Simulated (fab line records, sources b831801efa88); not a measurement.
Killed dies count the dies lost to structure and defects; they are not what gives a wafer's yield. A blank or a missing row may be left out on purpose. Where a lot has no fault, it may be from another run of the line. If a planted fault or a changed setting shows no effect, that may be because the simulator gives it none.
Code-filled problem report in 8D (eight disciplines) form | flow sky130 | the parts of the form that need people (team, actions taken, sign-off) are left out

## 1. PROBLEM STATEMENT
Mean of killedAtOther at SKY_PAD_OPEN_PROBE_99: 55.0 across 2 wafers in 2 lots; on wafers with no fault it is 0.4 (standard deviation 0.74). Measured from the usual mean, that is +74 standard deviations.
Earliest sighting: wafer L404.2 on prober-02 at day 48 04:00. Wafers with a number at this step in the record: 6, from 2 lots. By rule, "out" or "out of limits" means more than 4 standard deviations away from the usual mean. All remaining wafers that have a number are taken as sound.

## 2. WHAT IT IS AND WHAT IT IS NOT
question                    | is                                                                                                                | is not
which readings at this step | killedAtOther, defectLimitedYield, killedDies, sort_bin_3_pad_short, sort_bin_5_function, sortNPass, sortYieldPct | killed_at_M0_to_M3, killed_at_M4_up, killedAtContacts, killedAtFrontEnd, killedOpen, killedShort, sort_bin_6_memory
which lots                  | L404, L406                                                                                                        | -
which wafers of those lots  | L404.2, L406.2                                                                                                    | L404.1, L404.5, L406.1, L406.3
read on which tools         | prober-01, prober-02                                                                                              | -
when                        | from day 48 04:00                                                                                                 | up to then (1 sound wafer); but 3 sound wafers of L404, L406 came after

## 3. THE SUSPECTS, EACH WITH WHAT RULES IT OUT
Counting: if a tool at a process step up to the reading ran every lot that is out, it stays a suspect. Sound lots after the first of them don't rule it out here, since some wafers of a struck lot are sound.
- pvdSputter-02 at SKY_METAL4_SPUTTER_00 (material Ti, target thk 15 nm, time 10 s): kept. It ran every lot that is out, first L404 (day 42 12:31).
- rieDiel-01 at SKY_PAD_OPEN_ETCH_07 (etches the open film in CF4/O2, stops on AlCu, target depth 725 nm, time 161.1 s): kept. It ran every lot that is out, first L404 (day 48 01:34).
- In rieDiel-01 at SKY_PAD_OPEN_ETCH_07, the wafers that are out were processed in chamber 2 and their sound lot-mates in chambers 0, 1, 3.
Left after counting: pvdSputter-02 at SKY_METAL4_SPUTTER_00, rieDiel-01 at SKY_PAD_OPEN_ETCH_07.

## 4. THE CAUSE (what the simulator had put in)
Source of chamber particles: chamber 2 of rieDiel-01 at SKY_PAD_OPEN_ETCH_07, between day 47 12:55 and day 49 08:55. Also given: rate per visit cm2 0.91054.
This tool is one of the 2 suspects left after counting.

## 5. THE EFFECT CHAIN, in route order
One row per reading whose mean, taken over the struck wafers that have a number, lies over 3 standard deviations from the usual. Readings are gone through only where the record gives a usual standard deviation; hours: the median, over the lots, of the time from a lot's start at the first step in this table giving one to that lot's start at this step; sigmas: the change measured in usual standard deviations.
hours | step                  | reading              | usual  | on struck wafers | change | sigmas
0     | SKY_PAD_OPEN_PROBE_99 | defectLimitedYield   | 82.2 % | 71.3             | -10.9  | -6.0
0     | SKY_PAD_OPEN_PROBE_99 | killedAtOther        | 0.4    | 55.0             | +54.6  | +74
0     | SKY_PAD_OPEN_PROBE_99 | killedDies           | 88     | 141              | +53    | +5.8
0     | SKY_PAD_OPEN_PROBE_99 | sort_bin_3_pad_short | 0.9 %  | 3.4              | +2.5   | +5.7
0     | SKY_PAD_OPEN_PROBE_99 | sort_bin_5_function  | 10.6 % | 18.3             | +7.7   | +5.5
0     | SKY_PAD_OPEN_PROBE_99 | sortNPass            | 404    | 351              | -53    | -5.8
0     | SKY_PAD_OPEN_PROBE_99 | sortYieldPct         | 82.2 % | 71.3             | -10.9  | -6.0
Process steps it contains:
- SKY_PAD_OPEN_PROBE_99

## 6. HOW IT WOULD HAVE BEEN CAUGHT EARLIER
First out-of-limits reading in this record: day 48 04:00, which is 15 hours after fault onset at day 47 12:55.
Of the tool readings at SKY_PAD_OPEN_ETCH_07 for which the record gives a usual standard deviation, none was out on any struck wafer, so an alarm limit of 4 standard deviations on them would not have fired.
Lots out: 2; all had begun SKY_PAD_OPEN_ETCH_07 on rieDiel-01 by day 48 04:00. A hold on the tool at that time would have spared none of them.
